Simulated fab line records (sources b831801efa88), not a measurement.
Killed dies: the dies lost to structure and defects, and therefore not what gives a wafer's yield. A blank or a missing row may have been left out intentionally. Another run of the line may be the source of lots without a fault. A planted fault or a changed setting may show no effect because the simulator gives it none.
Split-lot experiment + flow sky130 + route with 708 steps; 5 lots, 23 wafers read

THE SPLIT
At SKY_SD_N_STRIP_11 (strips in O2/N2), the setting power-w was moved away from the recipe's 1400 W on 4 of the 23 wafers read, by +8.0% to +11.0%. All remaining wafers had this setting at the recipe value.

Reading taken at the split's own step.

THE READING
oes-product-au, in a.u., at SKY_SD_N_STRIP_11 (strips in O2/N2). Fault-free wafers of this fab line usually give 0.527 a.u., standard deviation 0.0043 a.u.

| wafer  | tool, chamber at the split | power-w as run, W | against the recipe | oes-product-au, a.u. | against lot-mates on the recipe |
|--------|----------------------------|-------------------|--------------------|----------------------|---------------------------------|
| L077.1 | plasma-asher-02, 1         | 1400              | recipe             | 0.530                | -                               |
| L077.2 | plasma-asher-02, 0         | 1400              | recipe             | 0.526                | -                               |
| L077.3 | plasma-asher-02, 1         | 1400              | recipe             | 0.526                | -                               |
| L077.4 | plasma-asher-02, 0         | 1400              | recipe             | 0.529                | -                               |
| L077.6 | plasma-asher-02, 0         | 1400              | recipe             | 0.519                | -                               |
| L078.2 | plasma-asher-02, 0         | 1400              | recipe             | 0.525                | -                               |
| L078.3 | plasma-asher-02, 1         | 1400              | recipe             | 0.528                | -                               |
| L078.4 | plasma-asher-02, 0         | 1554              | +11.0%             | 0.557                | +0.030                          |
| L078.5 | plasma-asher-02, 0         | 1554              | +11.0%             | 0.551                | +0.024                          |
| L078.6 | plasma-asher-02, 1         | 1400              | recipe             | 0.527                | -                               |
| L080.2 | plasma-asher-03, 0         | 1400              | recipe             | 0.533                | -                               |
| L080.4 | plasma-asher-03, 1         | 1400              | recipe             | 0.531                | -                               |
| L080.5 | plasma-asher-03, 0         | 1400              | recipe             | 0.526                | -                               |
| L083.1 | plasma-asher-03, 1         | 1512              | +8.0%              | 0.546                | +0.018                          |
| L083.2 | plasma-asher-03, 0         | 1512              | +8.0%              | 0.543                | +0.015                          |
| L083.3 | plasma-asher-03, 0         | 1400              | recipe             | 0.533                | -                               |
| L083.4 | plasma-asher-03, 1         | 1400              | recipe             | 0.531                | -                               |
| L083.5 | plasma-asher-03, 0         | 1400              | recipe             | 0.521                | -                               |
| L084.1 | plasma-asher-02, 0         | 1400              | recipe             | 0.532                | -                               |
| L084.2 | plasma-asher-02, 1         | 1400              | recipe             | 0.531                | -                               |
| L084.3 | plasma-asher-02, 0         | 1400              | recipe             | 0.533                | -                               |
| L084.4 | plasma-asher-02, 1         | 1400              | recipe             | 0.526                | -                               |
| L084.6 | plasma-asher-02, 0         | 1400              | recipe             | 0.532                | -                               |

FIT RESULTS
A straight line over all 23 wafers: oes-product-au changes by +0.00223 a.u. for each +1% of power-w; r = +0.91; the points scatter about the line by 0.0039 a.u.
The same after taking each lot's own level away (the mean of its wafers on the recipe; 23 wafers): +0.00233 a.u. for each +1%; r = +0.93; scatter 0.0035 a.u.
The reading moves by 0.026 a.u. for the largest change in power-w, on that fit.
From 0.5260 to 0.5308 a.u.: that is the span of the lots' own levels, equal to 1.1 times the standard deviation above.
The two slopes are in agreement: the lot-to-lot level therefore moves the slope only a little.
Check: with one of the wafers moved furthest among these (+11.0%) left out of the fit, the line predicts +0.0233 a.u. for it against its lot-mates. It came out at +0.0303 a.u. against them.
Tool readings at the split's step, against how far the setting was moved: oes-product-au r = +0.91; strip-time-to-endpoint-s r = -1.00.

OTHER SPLITS ON THESE WAFERS
These wafers also went through other splits before the reading. Each is held against what the fit with the lots' levels taken away leaves over:
| other split on the same wafers   | wafers away from the commonest value | r with oes-product-au (lot level and that fit taken away) |
|----------------------------------|--------------------------------------|-----------------------------------------------------------|
| SKY_SPACER_CVD_00 pressure-mtorr | 18                                   | +0.14                                                     |
| SKY_SD_P_IMPLANT_09 dose-cm2     | 8                                    | -0.17                                                     |

THE WHOLE CHAIN: every reading that the file lists as answering this split, in the file's order
| step              | what it does    | reading                  | change (the file's fit)                   | r (the file's) |
|-------------------|-----------------|--------------------------|-------------------------------------------|----------------|
| SKY_SD_N_STRIP_11 | strips in O2/N2 | oes-product-au           | +0.00232 a.u. for each +1% of the setting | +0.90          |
| SKY_SD_N_STRIP_11 | strips in O2/N2 | strip-time-to-endpoint-s | withheld for each +1% of the setting      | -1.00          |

FILE'S OWN FIT
oes-product-au changes by +0.00232 a.u. for each +1% of power-w, r = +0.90.
